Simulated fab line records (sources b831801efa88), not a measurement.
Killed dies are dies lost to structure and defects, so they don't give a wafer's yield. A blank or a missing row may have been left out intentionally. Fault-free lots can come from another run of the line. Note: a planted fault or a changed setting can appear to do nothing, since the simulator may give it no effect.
Which of the tools did it? :: flow gf180mcu :: Sampling: 13 lots, 39 wafers, 7 of 602 route steps

## WHAT EACH GAUGE READ, for each wafer
GF_STI_THK_MEAS_22.
lot: L498
measured: day 2 03:35
on: film metro-01
STI_OXIDATION_01_THK (nm): 14.99 14.70 14.70

lot: L499
measured: day 2 09:12
on: film metro-04
STI_OXIDATION_01_THK (nm): 15.10 15.49 15.60

lot: L501
measured: day 2 18:40
on: film metro-04
STI_OXIDATION_01_THK (nm): 14.88 14.86 14.79

lot: L502
measured: day 3 00:32
on: film metro-01
STI_OXIDATION_01_THK (nm): 15.38 15.48 15.16

lot: L504
measured: day 3 09:59
on: film metro-01
STI_OXIDATION_01_THK (nm): 15.34 14.85 14.89

lot: L509
measured: day 4 11:49
on: film metro-01
STI_OXIDATION_01_THK (nm): 15.00 14.75 14.65

lot: L512
measured: day 5 03:04
on: film metro-02
STI_OXIDATION_01_THK (nm): 14.79 14.53 14.67

lot: L513
measured: day 5 09:46
on: film metro-01
STI_OXIDATION_01_THK (nm): 14.65 15.06 14.90

lot: L514
measured: day 5 14:17
on: film metro-01
STI_OXIDATION_01_THK (nm): 15.35 15.28 15.21

lot: L517
measured: day 6 04:41
on: film metro-04
STI_OXIDATION_01_THK (nm): 15.28 15.69 15.55

lot: L518
measured: day 6 10:24
on: film metro-04
STI_OXIDATION_01_THK (nm): 15.17 14.64 15.14

lot: L520
measured: day 6 20:50
on: film metro-01
STI_OXIDATION_01_THK (nm): 14.94 15.16 15.08

lot: L521
measured: day 7 01:58
on: film metro-04
STI_OXIDATION_01_THK (nm): 14.80 14.61 14.58

GF_DNWELL_TW_MEAS_09.
lot: L498
measured: day 2 19:17
on: film metro-04
DNWELL_TW: 1321 1320 1323

lot: L499
measured: day 3 01:43
on: film metro-01
DNWELL_TW: 1371 1362 1363

lot: L501
measured: day 3 10:23
on: film metro-03
DNWELL_TW: 1372 1376 1372

lot: L502
measured: day 3 16:35
on: film metro-01
DNWELL_TW: 1351 1352 1363

lot: L504
measured: day 4 01:50
on: film metro-03
DNWELL_TW: 1363 1367 1372

lot: L509
measured: day 5 04:51
on: film metro-01
DNWELL_TW: 1362 1366 1363

lot: L512
measured: day 5 21:21
on: film metro-04
DNWELL_TW: 1338 1330 1333

lot: L513
measured: day 6 03:38
on: film metro-04
DNWELL_TW: 1343 1338 1333

lot: L514
measured: day 6 07:35
on: film metro-04
DNWELL_TW: 1327 1330 1333

lot: L517
measured: day 6 23:06
on: film metro-03
DNWELL_TW: 1370 1363 1362

lot: L518
measured: day 7 04:18
on: film metro-01
DNWELL_TW: 1364 1356 1362

lot: L520
measured: day 7 15:42
on: film metro-01
DNWELL_TW: 1365 1367 1361

lot: L521
measured: day 7 21:10
on: film metro-01
DNWELL_TW: 1358 1354 1349

GF_MVPSD_OVL_MEAS_07.
lot: L498
measured: day 5 00:19
on: overlay-02
MVPSD_OVL (nm): -0.9 0.1 0.8

lot: L499
measured: day 5 08:44
on: overlay-01
MVPSD_OVL (nm): -0.5 1.3 1.5

lot: L501
measured: day 5 16:56
on: overlay-02
MVPSD_OVL (nm): 2.6 3.2 3.5

lot: L502
measured: day 6 01:15
on: overlay-01
MVPSD_OVL (nm): - - -

lot: L504
measured: day 6 11:44
on: overlay-01
MVPSD_OVL (nm): 1.6 1.1 -0.2

lot: L509
measured: day 7 17:42
on: overlay-02
MVPSD_OVL (nm): 1.0 1.1 0.3

lot: L512
measured: day 8 12:25
on: overlay-02
MVPSD_OVL (nm): -0.4 1.7 0.2

lot: L513
measured: day 8 19:17
on: overlay-01
MVPSD_OVL (nm): -1.1 -0.8 -0.2

lot: L514
measured: day 9 00:53
on: overlay-01
MVPSD_OVL (nm): -0.3 2.4 0.6

lot: L517
measured: day 9 18:01
on: overlay-02
MVPSD_OVL (nm): -0.1 0.1 0.7

lot: L518
measured: day 9 23:01
on: overlay-01
MVPSD_OVL (nm): 2.5 0.1 2.1

lot: L520
measured: day 10 12:48
on: overlay-02
MVPSD_OVL (nm): -1.1 0.8 1.0

lot: L521
measured: day 10 18:43
on: overlay-02
MVPSD_OVL (nm): 2.0 1.0 0.5

GF_MVPSD_TW_MEAS_11.
lot: L498
measured: day 5 00:46
on: film metro-01
MVPSD_TW: 557.8 559.4 558.2

lot: L499
measured: day 5 09:10
on: film metro-02
MVPSD_TW: 561.4 563.0 557.6

lot: L501
measured: day 5 17:23
on: film metro-03
MVPSD_TW: 558.9 559.1 557.3

lot: L502
measured: day 6 02:18
on: film metro-02
MVPSD_TW: 30.4 30.3 30.4

lot: L504
measured: day 6 12:11
on: film metro-03
MVPSD_TW: 560.9 560.7 559.0

lot: L509
measured: day 7 18:08
on: film metro-01
MVPSD_TW: 557.1 558.3 555.8

lot: L512
measured: day 8 12:52
on: film metro-03
MVPSD_TW: 558.1 559.1 558.8

lot: L513
measured: day 8 19:43
on: film metro-01
MVPSD_TW: 555.4 557.0 553.2

lot: L514
measured: day 9 01:20
on: film metro-01
MVPSD_TW: 552.2 554.4 553.7

lot: L517
measured: day 9 18:27
on: film metro-03
MVPSD_TW: 559.1 560.1 561.3

lot: L518
measured: day 9 23:28
on: film metro-01
MVPSD_TW: 557.1 556.1 557.4

lot: L520
measured: day 10 13:14
on: film metro-02
MVPSD_TW: 560.1 564.1 562.8

lot: L521
measured: day 10 19:10
on: film metro-03
MVPSD_TW: 561.1 557.0 559.4

GF_VT_IMPLANT_TW_MEAS_10.
lot: L498
measured: day 5 14:24
on: film metro-03
VT_IMPLANT_TW: 570 570 570

lot: L499
measured: day 6 00:13
on: film metro-03
VT_IMPLANT_TW: 575 573 572

lot: L501
measured: day 6 08:11
on: film metro-04
VT_IMPLANT_TW: 558 556 554

lot: L502
measured: day 6 16:57
on: film metro-04
VT_IMPLANT_TW: 687 688 684

lot: L504
measured: day 7 03:29
on: film metro-04
VT_IMPLANT_TW: 553 552 553

lot: L509
measured: day 8 10:49
on: film metro-04
VT_IMPLANT_TW: 553 552 554

lot: L512
measured: day 9 07:01
on: film metro-04
VT_IMPLANT_TW: 554 550 556

lot: L513
measured: day 9 12:49
on: film metro-03
VT_IMPLANT_TW: 570 572 571

lot: L514
measured: day 9 18:44
on: film metro-03
VT_IMPLANT_TW: 572 576 573

lot: L517
measured: day 10 11:32
on: film metro-02
VT_IMPLANT_TW: 572 570 573

lot: L518
measured: day 10 17:20
on: film metro-03
VT_IMPLANT_TW: 575 575 574

lot: L520
measured: day 11 07:56
on: film metro-02
VT_IMPLANT_TW: 574 574 571

lot: L521
measured: day 11 13:47
on: film metro-02
VT_IMPLANT_TW: 575 572 573

GF_POLY_GATE_OVL_MEAS_11.
lot: L498
measured: day 9 04:26
on: overlay-02
POLY_GATE_OVL (nm): 1 7 1

lot: L499
measured: day 9 13:32
on: overlay-02
POLY_GATE_OVL (nm): 7 0 5

lot: L501
measured: day 9 23:59
on: overlay-01
POLY_GATE_OVL (nm): 3 -2 -2

lot: L502
measured: day 10 13:39
on: overlay-01
POLY_GATE_OVL (nm): -6 -5 -7

lot: L504
measured: day 10 23:35
on: overlay-01
POLY_GATE_OVL (nm): 8 3 9

lot: L509
measured: day 12 10:11
on: overlay-02
POLY_GATE_OVL (nm): 9 0 2

lot: L512
measured: day 13 10:32
on: overlay-01
POLY_GATE_OVL (nm): 3 0 5

lot: L513
measured: day 13 15:50
on: overlay-01
POLY_GATE_OVL (nm): -10 -7 -8

lot: L514
measured: day 13 22:35
on: overlay-02
POLY_GATE_OVL (nm): 5 2 3

lot: L517
measured: day 14 18:32
on: overlay-02
POLY_GATE_OVL (nm): 2 2 -3

lot: L518
measured: day 15 02:35
on: overlay-01
POLY_GATE_OVL (nm): 6 6 4

lot: L520
measured: day 15 18:07
on: overlay-02
POLY_GATE_OVL (nm): 2 2 -6

lot: L521
measured: day 16 02:43
on: overlay-02
POLY_GATE_OVL (nm): 5 -1 -4

## TOOL THAT RAN EACH LOT (tool first, then ch and the chambers of the sampled wafers, then the start)
lot: L498
GF_MVPSD_EXPOSE_04: iline stepper-01 ch 0, day 4 17:21

lot: L499
GF_MVPSD_EXPOSE_04: iline stepper-01 ch 0, day 5 02:00

lot: L501
GF_MVPSD_EXPOSE_04: iline stepper-02 ch 0, day 5 10:10

lot: L502
GF_MVPSD_EXPOSE_04: iline stepper-01 ch 0, day 5 18:01

lot: L504
GF_MVPSD_EXPOSE_04: iline stepper-02 ch 0, day 6 04:23

lot: L509
GF_MVPSD_EXPOSE_04: iline stepper-01 ch 0, day 7 09:48

lot: L512
GF_MVPSD_EXPOSE_04: iline stepper-01 ch 0, day 8 04:21

lot: L513
GF_MVPSD_EXPOSE_04: iline stepper-02 ch 0, day 8 11:19

lot: L514
GF_MVPSD_EXPOSE_04: iline stepper-01 ch 0, day 8 16:49

lot: L517
GF_MVPSD_EXPOSE_04: iline stepper-01 ch 0, day 9 09:14

lot: L518
GF_MVPSD_EXPOSE_04: iline stepper-01 ch 0, day 9 14:49

lot: L520
GF_MVPSD_EXPOSE_04: iline stepper-01 ch 0, day 10 03:51

lot: L521
GF_MVPSD_EXPOSE_04: iline stepper-01 ch 0, day 10 10:22
- GF_MVPSD_EXPOSE_04: exposes mask MVPSD, target cd 1000 nm.

## WHAT THE TOOLS THEMSELVES READ (means of the sampled wafers that have a number; where no wafer has one, the mark that the record gives instead)
GF_MVPSD_EXPOSE_04.
lot: L498
tool: iline stepper-01
reticle temp C (C): 22.99

lot: L499
tool: iline stepper-01
reticle temp C (C): 23.01

lot: L501
tool: iline stepper-02
reticle temp C (C): 22.94

lot: L502
tool: iline stepper-01
reticle temp C (C): 23.18

lot: L504
tool: iline stepper-02
reticle temp C (C): 23.07

lot: L509
tool: iline stepper-01
reticle temp C (C): 22.92

lot: L512
tool: iline stepper-01
reticle temp C (C): 22.77

lot: L513
tool: iline stepper-02
reticle temp C (C): 22.98

lot: L514
tool: iline stepper-01
reticle temp C (C): 23.00

lot: L517
tool: iline stepper-01
reticle temp C (C): 23.07

lot: L518
tool: iline stepper-01
reticle temp C (C): 22.87

lot: L520
tool: iline stepper-01
reticle temp C (C): 23.08

lot: L521
tool: iline stepper-01
reticle temp C (C): 22.85

## THE ANSWER, worked out from the rows above alone
Rule: what is usual is taken from the lots themselves. The widest of any qualifying gaps counts: lots, ordered by their means at a reading, are off when they make up no more than a third of the lots, leave a main group of 4 or more, and stand apart from it by 3 or more times the standard deviation of that group's means. If all means in a main group match to the digits the tables above print for the reading, that group is not used. Also off: a lot with no number at a reading for which 4 or more lots have one. Where the step has rows for the other lots, those lots are counted as sound. Order of review: gauges by route order, followed by the tools' own readings, for which a lot's mean as printed above is used. The first step at which some lot is off is used, and at that step the reading that is off furthest; a lot without a number counts as furthest.
Off: at GF_MVPSD_OVL_MEAS_07 (MVPSD_OVL), L502. Without a number there: L502. The main group has a mean of 0.8 nm with a standard deviation of 0.9.
A tool fits if, at a process step before that reading, it ran every lot that is off, and no sound lot after the first of them. Not tried: the gauges at GF_MVPSD_OVL_MEAS_07; whatever is off there is also off at GF_MVPSD_TW_MEAS_11, on other tools, and gauge error can't account for it. Of those tried, none fits.

## WHAT WAS PUT IN BY THE SIMULATOR
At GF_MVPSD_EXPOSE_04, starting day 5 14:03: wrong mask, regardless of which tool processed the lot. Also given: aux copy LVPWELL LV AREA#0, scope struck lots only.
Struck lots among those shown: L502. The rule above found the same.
